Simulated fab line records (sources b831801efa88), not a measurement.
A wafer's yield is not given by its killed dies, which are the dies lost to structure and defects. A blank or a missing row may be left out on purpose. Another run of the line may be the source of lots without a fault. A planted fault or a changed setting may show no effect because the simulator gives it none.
Comparing a struck lot with a sound one + flow sky130 + 35 steps out of a route of 708
Sound: wafers L281.2, L281.4, L281.6. Wafers struck: L293.3, L293.4, L293.5. The cause comes at the end.
Each step with rows lists, per side, the tool, then ch with its chambers, then its first start. Under that, the readings that differ: sound wafers + struck wafers + difference of the means + sigmas: that difference in standard deviations of wafers without a fault.
alike: a reading whose means differ by less than 2 such deviations, as well as words and numbers matching on both sides. not compared: withheld readings; readings where some wafer has no value; bounds like >300 that might hide an equal value; numbers whose values overlap and for which the record gives no deviation.
A row with sigmas, a row that says differs or no value, or rows on one side alone: a step with any of these is where the two part. Non-overlapping numbers with no deviation appear without sigmas and do not part them. A reading missing from all wafers of one side parts the sides only when that side holds two or more wafers.

first, 10 steps without rows for these wafers: SKY_VIA3_CLEAN_18 (cleans in IPA, time 180 s); SKY_VIA3_CLEAN_19 (cleans in O3/DIW); SKY_VIA3_SPUTTER_20 (material TiN, target thk 20 nm, time 80 s); SKY_VIA3_CVD_21 (deposits W, target thk 390 nm, time 117.31 s); SKY_VIA3_CMP_24 (polishes, stops on SiO2, t overpolish 20 s, target thk 0 nm); SKY_METAL4_SPUTTER_00 (material Ti, target thk 15 nm, time 10 s); SKY_METAL4_SPUTTER_01 (material TiN, target thk 20 nm, time 16.7 s); SKY_METAL4_SPUTTER_02 (material AlCu, target thk 735 nm, time 39.1 s); SKY_METAL4_SPUTTER_03 (material Ti, target thk 5 nm, time 3.3 s); SKY_METAL4_SPUTTER_04 (material TiN, target thk 70 nm, time 58.3 s).
SKY_CAP2M_CVD_00: deposits SiO2, target thk 15.5 nm.
  sound on pecvd-02 ch 1,2, day 41 09:19; struck on pecvd-02 ch 0,1,2, day 44 18:02
  alike: heater-power-w, susceptor-temp-C
then, 23 steps without rows for these wafers: SKY_CAP2M_SPUTTER_02 (material TiN, target thk 200 nm, time 166.7 s); SKY_CAP2M_DEHYDRATE_05 (time 60 s); SKY_CAP2M_HMDS_06 (prime time 60 s); SKY_CAP2M_COAT_07 (resist thk 1140 nm); SKY_CAP2M_SOFTBAKE_08 (time 60 s); SKY_CAP2M_EXPOSE_09 (exposes mask CAP2M, target cd 1000 nm); SKY_CAP2M_PEB_10; SKY_CAP2M_DEVELOP_11 (develop time 60 s); SKY_CAP2M_METAL_ETCH_13 (etches TiN in Cl2/BCl3, stops on SiO2, target depth 220 nm, time 62.9 s); SKY_CAP2M_STRIP_14 (strips in O2/N2); SKY_CAP2M_STRIP_15 (strips in post etch residue remover, time 1200 s); SKY_CAP2M_CLEAN_16 (cleans in IPA, time 180 s); SKY_CAP2M_CLEAN_17 (cleans in O3/DIW); SKY_METAL4_DEHYDRATE_05 (time 60 s); SKY_METAL4_HMDS_06 (prime time 60 s); SKY_METAL4_COAT_07 (resist thk 60 nm); SKY_METAL4_COAT_08 (resist thk 1140 nm); SKY_METAL4_SOFTBAKE_09 (time 90 s); SKY_METAL4_EXPOSE_10 (exposes mask MM4, target cd 300 nm); SKY_METAL4_PEB_11; SKY_METAL4_DEVELOP_12 (develop time 60 s); SKY_METAL4_DESCUM_15 (chemistry O2, time 8 s); SKY_METAL4_ETCH_16 (etches BARC in N2/H2, stops on SiO2, time 91.81 s, target depth 60 nm).
-- the record jumps here: 5 days lie between the struck wafers' starts before and after (it left off in module METAL4 and takes up again in module PAD_OPEN, whose first step shown is number 708 of the route) --
SKY_PAD_OPEN_PROBE_99:
  sound on prober-01, day 47 04:09; struck on prober-02, day 49 22:53
| reading                               | sound             | struck            | difference | sigmas      |
|---------------------------------------|-------------------|-------------------|------------|-------------|
| defect-limited-yield (%)              | 83.1 82.5 84.8    | 72.6 75.8 71.1    | -10.3      | -5          |
| killed-at-other                       | 0 0 0             | 56 50 69          | +58        | +99 or more |
| killed-dies                           | 83 86 75          | 135 119 142       | +51        | +5          |
| sort_bin_3_pad_short (%)              | 1.6 1.0 0         | 4.9 5.1 3.0       | +3.5       | +8          |
| sort_bin_5_function (%)               | 9.6 11.0 9.6      | 17.1 11.8 19.7    | +6.1       | +4          |
| sort-n-pass                           | 409 406 417       | 357 373 350       | -51        | -5          |
| sort-yield-pct (%)                    | 83.1 82.5 84.8    | 72.6 75.8 71.1    | -10.3      | -5          |
| model.etest.tester.sort-n-pass        | 409 406 417       | 357 373 350       | -51        |             |
| model.etest.tester.sort-yield-pct (%) | 83.13 82.52 84.76 | 72.56 75.81 71.14 | -10.30     |             |
| model.etest.tester.sort_bin_5_pct (%) | 9.553 10.98 9.553 | 17.07 11.79 19.72 | +6.16      |             |
| model.etest.tester.sort_bin_3_pct (%) | 1.626 1.016 0     | 4.878 5.081 3.049 | +3.455     |             |
  alike: killed_at_M0_to_M3, killed_at_M4_up, killed-at-contacts, killed-at-front-end, killed-open, killed-short, sort_bin_6_memory

## WHERE THEY PART
SKY_PAD_OPEN_PROBE_99 only, going by this record.

WHY: whatever the simulator had introduced
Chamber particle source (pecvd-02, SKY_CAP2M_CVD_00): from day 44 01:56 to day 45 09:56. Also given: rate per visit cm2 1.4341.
